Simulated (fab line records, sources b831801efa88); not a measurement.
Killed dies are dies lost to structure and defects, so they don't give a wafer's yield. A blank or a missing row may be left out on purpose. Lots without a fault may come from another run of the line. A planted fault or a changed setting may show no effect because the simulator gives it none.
A struck lot beside a sound one | flow sky130 | 15 steps out of a route of 708
Sound: wafers L437.2, L437.3, L437.4. Struck: wafers L449.3, L449.4, L449.5. The cause comes at the end.
At each step with rows: each side's tool, then ch and its chambers, then its first start. Under that, the readings that differ: sound wafers | struck wafers | difference of the means | sigmas: that difference in standard deviations of wafers without a fault.
alike: readings whose means differ by less than 2 such deviations, and words and numbers that are the same on both sides. not compared: withheld readings, readings that some wafer has no value for, bounds like >300 that may hide the same value, and numbers for which the record gives no deviation and whose values overlap.
The two part at a step that has a row with sigmas, a row that says differs or no value, or rows on one side only. Numbers that don't overlap but have no deviation are shown without sigmas and don't part them. A reading that every wafer of one side lacks parts them only if that side has two wafers or more.

SKY_VIA1_CMP_24: polishes, stops on SiO2, t overpolish 15 s, target thk 0 nm.
  sound on cmp-02 ch 1,2,3, day 35 17:47; struck on cmp-02 ch 0,1,3, day 39 07:50
  alike: motor_current_A, overpolish_run_s, time_to_endpoint_s
SKY_METAL2_SPUTTER_00: material Ti, target thk 15 nm, time 10 s.
  sound on pvd_sputter-04, day 35 18:02; struck on pvd_sputter-02, day 39 08:05
  alike: throttle_valve_pct
SKY_METAL2_SPUTTER_01: material TiN, target thk 20 nm, time 16.7 s.
  sound on pvd_sputter-04, day 35 18:03; struck on pvd_sputter-02, day 39 08:06
  alike: throttle_valve_pct
then, 1 step without rows for these wafers: SKY_METAL2_SPUTTER_02 (material AlCu, target thk 250 nm, time 13.3 s).
SKY_METAL2_SPUTTER_03: material Ti, target thk 5 nm, time 3.3 s.
  sound on pvd_sputter-04, day 35 18:06; struck on pvd_sputter-02, day 39 08:09
  alike: throttle_valve_pct
SKY_METAL2_SPUTTER_04: material TiN, target thk 70 nm, time 58.3 s.
  sound on pvd_sputter-04, day 35 18:07; struck on pvd_sputter-02, day 39 08:10
  alike: throttle_valve_pct
SKY_METAL2_RS_MEAS_05: measures by four-point-probe.
  sound on film_metro-03, day 35 18:11; struck on film_metro-04, day 39 08:16
  alike: METAL2_ALCU_RS
SKY_METAL2_THK_MEAS_06: measures by xrf.
  sound on film_metro-03, day 35 18:18; struck on film_metro-04, day 39 08:22
  alike: METAL2_ALCU_THK
then, 4 steps without rows for these wafers: SKY_METAL2_DEHYDRATE_07 (time 60 s); SKY_METAL2_HMDS_08 (prime time 60 s); SKY_METAL2_COAT_09 (resist thk 60 nm); SKY_METAL2_COAT_10 (resist thk 450 nm).
SKY_METAL2_SOFTBAKE_11: time 90 s.
  sound on litho_track-04 ch 0, day 36 07:00; struck on litho_track-01 ch 0, day 39 20:00
  reading                  | sound                | struck               | difference | sigmas
  heater_power_total_W (W) | 57.30 57.50 57.41    | 59.23 59.53 59.29    | +1.95      | +16
  run_length_s (s)         | 118.95 118.97 118.96 | 110.70 110.59 110.76 | -8.28      | -41
then, 1 step without rows for these wafers: SKY_METAL2_EXPOSE_12 (exposes mask MM2, target cd 140 nm).
-- the record jumps here: 10 days lie between the struck wafers' starts before and after (it left off in module METAL2 and takes up again in module PAD_OPEN, whose first step shown is number 708 of the route) --
SKY_PAD_OPEN_PROBE_99:
  sound on prober-02, day 47 07:18; struck on prober-01, day 49 22:11
  alike: defect_limited_yield, killed_at_M0_to_M3, killed_at_M4_up, killed_at_contacts, killed_at_front_end, killed_at_other, killed_dies, killed_open, killed_short, sort_bin_3_pad_short, sort_bin_5_function, sort_bin_6_memory, sort_n_pass, sort_yield_pct

WHERE THEY PART
Only at SKY_METAL2_SOFTBAKE_11, within this record. Later steps at which nothing parts them and some readings are alike: SKY_PAD_OPEN_PROBE_99.

WHY: what the simulator had put in
Process parameter drift: litho_track-01, from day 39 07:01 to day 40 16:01, at SKY_METAL2_SOFTBAKE_11. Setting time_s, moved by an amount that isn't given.
